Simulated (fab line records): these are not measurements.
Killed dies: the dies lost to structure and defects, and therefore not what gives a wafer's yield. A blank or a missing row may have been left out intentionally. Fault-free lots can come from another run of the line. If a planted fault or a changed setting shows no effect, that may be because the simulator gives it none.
Tool commonality check -- flow sky130 -- 10 lots and 30 wafers in the sample

== REASON FOR OPENING ==
At SKY_PASSIVATION_THK_MEAS_01 the reading PASSIVATION_CVD_00_THK is flagged on 2 of 10 lots. Wafers without a fault read 89.8 nm, standard deviation 1.1.
Rule: a lot is flagged in two cases, either no wafer of it has a number, or all its wafers with numbers fall more than 4 standard deviations from that mean. The rest of the lots are taken to be sound.

lot,measured,on,"PASSIVATION_CVD_00_THK (nm), wafer by wafer",flag
L388,day 44 07:31,film-metro-01,88.5 89.7 89.0,
L390,day 44 16:19,film-metro-04,65.9 64.9 65.0,FLAGGED
L396,day 46 10:23,film-metro-01,89.7 88.9 91.2,
L395,day 46 12:17,film-metro-01,65.6 66.0 66.4,FLAGGED
L401,day 47 13:39,film-metro-02,87.5 88.6 89.0,
L404,day 48 12:05,film-metro-02,89.9 89.8 89.3,
L406,day 48 18:59,film-metro-02,89.2 88.9 91.4,
L407,day 48 21:53,film-metro-04,90.5 90.0 91.5,
L408,day 49 01:44,film-metro-04,89.2 89.9 90.5,
L409,day 49 03:46,film-metro-04,91.2 92.2 90.9,
Average over the flagged lots: 65.6 nm; offset from the usual -24.2 nm, equal to -22 standard deviations.

== EACH LOT AND THE TOOL IT RAN ON ==
3 process steps preceding the reading are held in the record, out of 708 steps in the route. Read each cell as the tool, then ch plus the chambers that the sampled wafers visited, then the start.
lot,flag,SKY_METAL3_ETCH_17,SKY_METAL4_SPUTTER_01,SKY_PASSIVATION_CVD_00
L388,,"rie-diel-01 ch 1,3, day 39 00:41","pvd-sputter-04, day 40 04:53","pecvd-04 ch 0,2, day 44 07:28"
L390,FLAGGED,"rie-diel-04 ch 0,2,3, day 39 10:47","pvd-sputter-03, day 40 14:29","pecvd-04 ch 0,1,2, day 44 16:17"
L396,,"rie-diel-03 ch 0,2,3, day 41 11:41","pvd-sputter-04, day 42 14:40","pecvd-02 ch 0,1, day 46 10:22"
L395,FLAGGED,"rie-diel-01 ch 0,1,2, day 41 13:35","pvd-sputter-03, day 42 16:17","pecvd-04 ch 0,1, day 46 12:16"
L401,,"rie-diel-04 ch 0,1,2, day 42 20:02","pvd-sputter-03, day 43 21:11","pecvd-01 ch 0,1, day 47 13:37"
L404,,"rie-diel-03 ch 0,3, day 43 20:08","pvd-sputter-02, day 44 22:08","pecvd-02 ch 0,1, day 48 12:04"
L406,,"rie-diel-03 ch 0,1,3, day 44 05:53","pvd-sputter-04, day 45 07:25","pecvd-01 ch 0,1, day 48 18:58"
L407,,"rie-diel-04 ch 1,3, day 44 10:17","pvd-sputter-03, day 45 11:07","pecvd-04 ch 1,2, day 48 21:52"
L408,,"rie-diel-01 ch 0,1, day 44 14:29","pvd-sputter-04, day 45 14:34","pecvd-04 ch 0,1, day 49 01:43"
L409,,"rie-diel-01 ch 0,2,3, day 44 17:23","pvd-sputter-03, day 45 18:08","pecvd-04 ch 1,2, day 49 03:44"
These steps, and what they do:
- SKY_METAL3_ETCH_17: etches SiO2 in C4F8/O2/Ar, stops on TiN, time 3.9 s, target depth 15 nm.
- SKY_METAL4_SPUTTER_01: material TiN, target thk 20 nm, time 16.7 s.
- SKY_PASSIVATION_CVD_00: deposits SiO2, target thk 90 nm.
- SKY_PASSIVATION_THK_MEAS_01

== FLAGGED OVER TOTAL, TOOL BY TOOL (the gauges that took the reading come last) ==
step,tool,lots run,flagged,share of the flagged lots,sound lots run after its first flagged lot
SKY_METAL3_ETCH_17,rie-diel-01,4,1,some,"2 (L408,L409)"
SKY_METAL3_ETCH_17,rie-diel-03,3,0,none,-
SKY_METAL3_ETCH_17,rie-diel-04,3,1,some,"2 (L401,L407)"
SKY_METAL4_SPUTTER_01,pvd-sputter-02,1,0,none,-
SKY_METAL4_SPUTTER_01,pvd-sputter-03,5,2,all,"3 (L401,L407,L409)"
SKY_METAL4_SPUTTER_01,pvd-sputter-04,4,0,none,-
SKY_PASSIVATION_CVD_00,pecvd-01,2,0,none,-
SKY_PASSIVATION_CVD_00,pecvd-02,2,0,none,-
SKY_PASSIVATION_CVD_00,pecvd-04,6,2,all,"3 (L407,L408,L409)"
SKY_PASSIVATION_THK_MEAS_01,film-metro-01,3,1,some,0
SKY_PASSIVATION_THK_MEAS_01,film-metro-02,3,0,none,-
SKY_PASSIVATION_THK_MEAS_01,film-metro-04,4,1,some,"3 (L407,L408,L409)"

== WHAT IS ALLOWED BY THE TABLE ==
Table rows that saw every flagged lot: 2, namely pvd-sputter-03 at SKY_METAL4_SPUTTER_01 and pecvd-04 at SKY_PASSIVATION_CVD_00.
- pvd-sputter-03 at SKY_METAL4_SPUTTER_01: 2 of its 5 lots flagged. After the first flagged lot (L401, L407, L409), sound lots still ran on it; a lasting fault on the whole tool would not permit that.
- pecvd-04 at SKY_PASSIVATION_CVD_00: 2 of its 6 lots flagged. After the first flagged lot (L407, L408, L409), sound lots still ran on it; a lasting fault on the whole tool would not permit that.
None of the table's rows ran every flagged lot and, after the first, no sound lot.

== WHAT WAS PUT IN BY THE SIMULATOR ==
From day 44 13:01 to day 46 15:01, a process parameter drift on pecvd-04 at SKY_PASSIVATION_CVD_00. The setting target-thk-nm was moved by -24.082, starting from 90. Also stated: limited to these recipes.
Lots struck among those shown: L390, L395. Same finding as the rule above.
